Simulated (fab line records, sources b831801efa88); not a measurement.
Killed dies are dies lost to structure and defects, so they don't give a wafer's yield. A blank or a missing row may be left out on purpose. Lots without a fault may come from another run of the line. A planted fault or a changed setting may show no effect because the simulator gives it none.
Which tool did it? | flow sky130 | 24 lots, 72 wafers sampled, at 4 steps of a route of 708

WHAT THE GAUGES READ, wafer by wafer
SKY_SONOS_ONO_OVL_MEAS_14. Usual: SONOS_ONO_OVL -0.2 nm, standard deviation 1.4.
lot  | measured     | on         | SONOS_ONO_OVL (nm) | flag
L074 | day 12 08:43 | overlay-01 | 0.5 -0.3 -0.2      |
L076 | day 13 10:52 | overlay-02 | 1.6 2.1 1.0        |
L075 | day 13 14:13 | overlay-02 | 1.7 0.7 0.2        |
L078 | day 13 17:52 | overlay-02 | 0.8 1.4 1.6        |
L077 | day 13 22:43 | overlay-02 | -0.1 1.2 1.2       |
L079 | day 14 15:52 | overlay-01 | -0.5 -0.2 -0.5     |
L080 | day 14 16:13 | overlay-01 | -2.9 -1.7 -0.5     |
L081 | day 14 22:28 | overlay-01 | -2.7 -2.9 -1.8     |
L082 | day 15 03:34 | overlay-02 | -2.6 -2.7 -2.4     |
L083 | day 15 15:10 | overlay-02 | -0.9 -0.6 -1.2     |
L084 | day 15 21:16 | overlay-01 | 0.3 1.0 1.0        |
L085 | day 16 11:23 | overlay-01 | 0.2 -1.7 -0.2      |
L086 | day 16 15:04 | overlay-02 | 1.1 -0.6 -0.5      |
L087 | day 16 19:07 | overlay-02 | -0.1 1.4 1.8       |
L088 | day 17 08:16 | overlay-01 | 0.6 0.1 0.5        |
L090 | day 18 19:16 | overlay-01 | -1.7 -2.4 -0.6     |
L089 | day 18 20:52 | overlay-01 | 1.3 -0.8 -1.0      |
L091 | day 19 01:07 | overlay-02 | -0.9 2.5 -0.1      |
L093 | day 19 08:04 | overlay-01 | 2.0 2.7 1.7        |
L092 | day 19 10:46 | overlay-01 | -1.8 -2.2 -3.2     |
L094 | day 19 11:28 | overlay-02 | 0.5 -0.6 -1.1      |
L096 | day 20 05:01 | overlay-02 | 2.6 0.7 1.8        |
L095 | day 20 07:01 | overlay-02 | -1.6 -0.5 -3.1     |
L097 | day 20 23:55 | overlay-01 | -0.4 -1.4 -0.6     |

WHICH TOOL RAN EACH LOT (tool, then ch and the chambers of the sampled wafers, then the start)
lot  | SKY_PWDE_STRIP_09                   | SKY_NWELL_STRIP_14                   | SKY_VT_ADJUST_NCORE_STRIP_10
L074 | plasma_asher-02 ch 0,1, day 3 16:41 | plasma_asher-04 ch 0,1, day 4 09:35  | plasma_asher-02 ch 0,1, day 8 08:03
L076 | plasma_asher-02 ch 0,1, day 4 12:53 | plasma_asher-01 ch 0,1, day 5 07:35  | plasma_asher-01 ch 1, day 9 09:00
L075 | plasma_asher-01 ch 0,1, day 4 12:58 | plasma_asher-01 ch 0,1, day 5 07:58  | plasma_asher-02 ch 0,1, day 9 09:29
L078 | plasma_asher-02 ch 0,1, day 4 19:14 | plasma_asher-04 ch 0,1, day 5 13:53  | plasma_asher-01 ch 0,1, day 9 16:27
L077 | plasma_asher-01 ch 0,1, day 4 19:20 | plasma_asher-01 ch 0,1, day 5 14:29  | plasma_asher-03 ch 0,1, day 9 18:02
L079 | plasma_asher-02 ch 0,1, day 4 23:35 | plasma_asher-01 ch 0,1, day 5 18:26  | plasma_asher-02 ch 0,1, day 10 00:17
L080 | plasma_asher-02 ch 0,1, day 5 07:20 | plasma_asher-04 ch 0,1, day 6 00:47  | plasma_asher-02 ch 0,1, day 10 07:29
L081 | plasma_asher-03 ch 0,1, day 5 12:20 | plasma_asher-03 ch 0,1, day 6 06:29  | plasma_asher-03 ch 0,1, day 10 12:29
L082 | plasma_asher-01 ch 0,1, day 5 16:47 | plasma_asher-01 ch 0,1, day 6 10:44  | plasma_asher-01 ch 0,1, day 10 19:39
L083 | plasma_asher-01 ch 0,1, day 5 23:40 | plasma_asher-03 ch 0,1, day 6 17:40  | plasma_asher-02 ch 0,1, day 11 05:35
L084 | plasma_asher-03 ch 0,1, day 6 04:44 | plasma_asher-04 ch 0,1, day 6 22:11  | plasma_asher-03 ch 0,1, day 11 08:09
L085 | plasma_asher-02 ch 0,1, day 6 11:25 | plasma_asher-01 ch 0,1, day 7 07:25  | plasma_asher-01 ch 0,1, day 11 20:05
L086 | plasma_asher-01 ch 0,1, day 6 13:10 | plasma_asher-01 ch 0,1, day 7 08:58  | plasma_asher-03 ch 0,1, day 11 21:59
L087 | plasma_asher-02 ch 1, day 6 17:37   | plasma_asher-01 ch 0,1, day 7 14:14  | plasma_asher-02 ch 0,1, day 12 05:27
L088 | plasma_asher-01 ch 0,1, day 7 04:01 | plasma_asher-03 ch 0,1, day 8 00:31  | plasma_asher-01 ch 0,1, day 12 14:44
L090 | plasma_asher-03 ch 0, day 8 03:40   | plasma_asher-03 ch 0,1, day 9 00:31  | plasma_asher-03 ch 0,1, day 13 22:29
L089 | plasma_asher-02 ch 0,1, day 8 03:44 | plasma_asher-04 ch 0,1, day 9 00:44  | plasma_asher-01 ch 0,1, day 13 22:38
L091 | plasma_asher-02 ch 0,1, day 8 04:25 | plasma_asher-01 ch 0,1, day 9 01:34  | plasma_asher-02 ch 0,1, day 14 00:41
L093 | plasma_asher-02 ch 0,1, day 8 10:41 | plasma_asher-01 ch 0,1, day 9 08:16  | plasma_asher-02 ch 0,1, day 14 05:35
L092 | plasma_asher-02 ch 1, day 8 11:13   | plasma_asher-03 ch 1, day 9 09:02    | plasma_asher-01 ch 0,1, day 14 09:56
L094 | plasma_asher-01 ch 0,1, day 8 12:19 | plasma_asher-03 ch 0,1, day 9 10:01  | plasma_asher-02 ch 0,1, day 14 11:05
L096 | plasma_asher-01 ch 0, day 9 00:37   | plasma_asher-03 ch 0,1, day 9 22:59  | plasma_asher-01 ch 1, day 15 03:14
L095 | plasma_asher-02 ch 0,1, day 9 00:58 | plasma_asher-03 ch 0,1, day 9 23:50  | plasma_asher-02 ch 0,1, day 15 03:23
L097 | plasma_asher-02 ch 0,1, day 9 12:40 | plasma_asher-01 ch 0,1, day 10 12:02 | plasma_asher-01 ch 0,1, day 15 18:08
- SKY_PWDE_STRIP_09: strips in O2/N2.
- SKY_NWELL_STRIP_14: strips in O2/N2.
- SKY_VT_ADJUST_NCORE_STRIP_10: strips in O2/N2.

WHAT THE TOOLS THEMSELVES READ (means of the sampled wafers that have a number; where no wafer has one, the mark that the record gives instead)
SKY_PWDE_STRIP_09. Usual: drypump_motor_current_A 5.50 A, standard deviation 0.29; oes_product_au 0.723 a.u., standard deviation 0.0046; strip_time_to_endpoint_s 36.94 s, standard deviation 0.14.
lot  | tool            | drypump_motor_current_A (A) | oes_product_au (a.u.) | strip_time_to_endpoint_s (s) | flag
L074 | plasma_asher-02 | 5.41                        | 0.726                 | 36.76                        |
L076 | plasma_asher-02 | 5.25                        | 0.727                 | 37.01                        |
L075 | plasma_asher-01 | 5.57                        | 0.723                 | 36.79                        |
L078 | plasma_asher-02 | 5.42                        | 0.721                 | 37.24                        |
L077 | plasma_asher-01 | 5.72                        | 0.724                 | 36.78                        |
L079 | plasma_asher-02 | 5.40                        | 0.717                 | 36.76                        |
L080 | plasma_asher-02 | 5.28                        | 0.727                 | 36.99                        |
L081 | plasma_asher-03 | 5.84                        | 0.723                 | 36.84                        |
L082 | plasma_asher-01 | 5.58                        | 0.723                 | 37.08                        |
L083 | plasma_asher-01 | 5.70                        | 0.722                 | 37.06                        |
L084 | plasma_asher-03 | 5.85                        | 0.727                 | 37.24                        |
L085 | plasma_asher-02 | 5.25                        | 0.725                 | 36.95                        |
L086 | plasma_asher-01 | 5.58                        | 0.724                 | 36.82                        |
L087 | plasma_asher-02 | 5.09                        | 0.723                 | 36.84                        |
L088 | plasma_asher-01 | 5.57                        | 0.723                 | 36.94                        |
L090 | plasma_asher-03 | 5.90                        | 0.723                 | 36.86                        |
L089 | plasma_asher-02 | 5.25                        | 0.722                 | 36.95                        |
L091 | plasma_asher-02 | 5.43                        | 0.723                 | 37.10                        |
L093 | plasma_asher-02 | 5.41                        | 0.719                 | 37.02                        |
L092 | plasma_asher-02 | 5.09                        | 0.726                 | 36.90                        |
L094 | plasma_asher-01 | 5.71                        | 0.719                 | 36.85                        |
L096 | plasma_asher-01 | 5.43                        | 0.728                 | 36.93                        |
L095 | plasma_asher-02 | 5.23                        | 0.721                 | 36.77                        |
L097 | plasma_asher-02 | 5.26                        | 0.723                 | 36.95                        |

SKY_NWELL_STRIP_14. Usual: drypump_motor_current_A 5.73 A, standard deviation 0.29; oes_product_au 0.722 a.u., standard deviation 0.0047; strip_time_to_endpoint_s 36.88 s, standard deviation 0.091.
lot  | tool            | drypump_motor_current_A (A) | oes_product_au (a.u.) | strip_time_to_endpoint_s (s) | flag
L074 | plasma_asher-04 | 5.92                        | 0.723                 | 36.83                        |
L076 | plasma_asher-01 | 5.57                        | 0.718                 | 36.85                        |
L075 | plasma_asher-01 | 5.71                        | 0.723                 | 36.99                        |
L078 | plasma_asher-04 | 5.60                        | 0.719                 | 36.86                        |
L077 | plasma_asher-01 | 5.57                        | 0.722                 | 36.89                        |
L079 | plasma_asher-01 | 5.71                        | 0.718                 | 36.82                        |
L080 | plasma_asher-04 | 5.59                        | 0.729                 | 36.91                        |
L081 | plasma_asher-03 | 5.80                        | 0.715                 | 36.95                        |
L082 | plasma_asher-01 | 5.55                        | 0.725                 | 36.77                        |
L083 | plasma_asher-03 | 5.81                        | 0.721                 | 36.98                        |
L084 | plasma_asher-04 | 5.60                        | 0.720                 | 36.98                        |
L085 | plasma_asher-01 | 5.57                        | 0.719                 | 36.97                        |
L086 | plasma_asher-01 | 5.72                        | 0.724                 | 36.90                        |
L087 | plasma_asher-01 | 5.70                        | 0.725                 | 36.81                        |
L088 | plasma_asher-03 | 5.84                        | 0.728                 | 36.97                        |
L090 | plasma_asher-03 | 5.83                        | 0.721                 | 36.96                        |
L089 | plasma_asher-04 | 5.96                        | 0.725                 | 36.82                        |
L091 | plasma_asher-01 | 5.70                        | 0.722                 | 36.90                        |
L093 | plasma_asher-01 | 5.58                        | 0.722                 | 36.69                        |
L092 | plasma_asher-03 | 5.75                        | 0.722                 | 36.81                        |
L094 | plasma_asher-03 | 5.80                        | 0.718                 | 36.88                        |
L096 | plasma_asher-03 | 5.78                        | 0.718                 | 36.87                        |
L095 | plasma_asher-03 | 5.80                        | 0.722                 | 36.98                        |
L097 | plasma_asher-01 | 5.71                        | 0.721                 | 36.73                        |

SKY_VT_ADJUST_NCORE_STRIP_10. Usual: drypump_motor_current_A 5.55 A, standard deviation 0.28; oes_product_au 0.716 a.u., standard deviation 0.0043; strip_time_to_endpoint_s 14.17 s, standard deviation 0.038.
lot  | tool            | drypump_motor_current_A (A) | oes_product_au (a.u.) | strip_time_to_endpoint_s (s) | flag
L074 | plasma_asher-02 | 5.25                        | 0.716                 | 14.17                        |
L076 | plasma_asher-01 | 5.84                        | 0.715                 | 14.18                        |
L075 | plasma_asher-02 | 5.25                        | 0.714                 | 14.17                        |
L078 | plasma_asher-01 | 5.58                        | 0.718                 | 14.15                        |
L077 | plasma_asher-03 | 5.83                        | 0.716                 | 14.10                        |
L079 | plasma_asher-02 | 5.40                        | 0.713                 | 14.16                        |
L080 | plasma_asher-02 | 5.27                        | 0.713                 | 14.15                        |
L081 | plasma_asher-03 | 5.81                        | 0.716                 | 14.14                        |
L082 | plasma_asher-01 | 5.57                        | 0.718                 | 14.20                        |
L083 | plasma_asher-02 | 5.24                        | 0.717                 | 14.14                        |
L084 | plasma_asher-03 | 5.86                        | 0.713                 | 14.14                        |
L085 | plasma_asher-01 | 5.72                        | 0.718                 | 14.19                        |
L086 | plasma_asher-03 | 5.81                        | 0.715                 | 14.19                        |
L087 | plasma_asher-02 | 5.41                        | 0.718                 | 14.18                        |
L088 | plasma_asher-01 | 5.57                        | 0.716                 | 14.21                        |
L090 | plasma_asher-03 | 5.83                        | 0.722                 | 14.25                        |
L089 | plasma_asher-01 | 5.71                        | 0.712                 | 14.15                        |
L091 | plasma_asher-02 | 5.42                        | 0.712                 | 14.18                        |
L093 | plasma_asher-02 | 5.24                        | 0.713                 | 14.12                        |
L092 | plasma_asher-01 | 5.70                        | 0.713                 | 14.17                        |
L094 | plasma_asher-02 | 5.23                        | 0.717                 | 14.14                        |
L096 | plasma_asher-01 | 5.84                        | 0.719                 | 14.22                        |
L095 | plasma_asher-02 | 5.41                        | 0.718                 | 14.17                        |
L097 | plasma_asher-01 | 5.59                        | 0.709                 | 14.14                        |

THE ANSWER, worked out from the rows above alone
Rule: a lot is off if the mean of its wafers that have a number lies more than 3 standard deviations from the usual mean. A lot without any number at a reading at which 4 lots or more have one is off too. The other lots that the step has rows for count as sound. The gauges are gone through in route order, then the tools' own readings, and for those a lot's mean is taken as printed above. The first step at which some lot is off is used, and at that step the reading that is off furthest; a lot without a number counts as furthest.
No lot is off at any reading shown: from this, nothing can be told.

WHAT THE SIMULATOR HAD PUT IN
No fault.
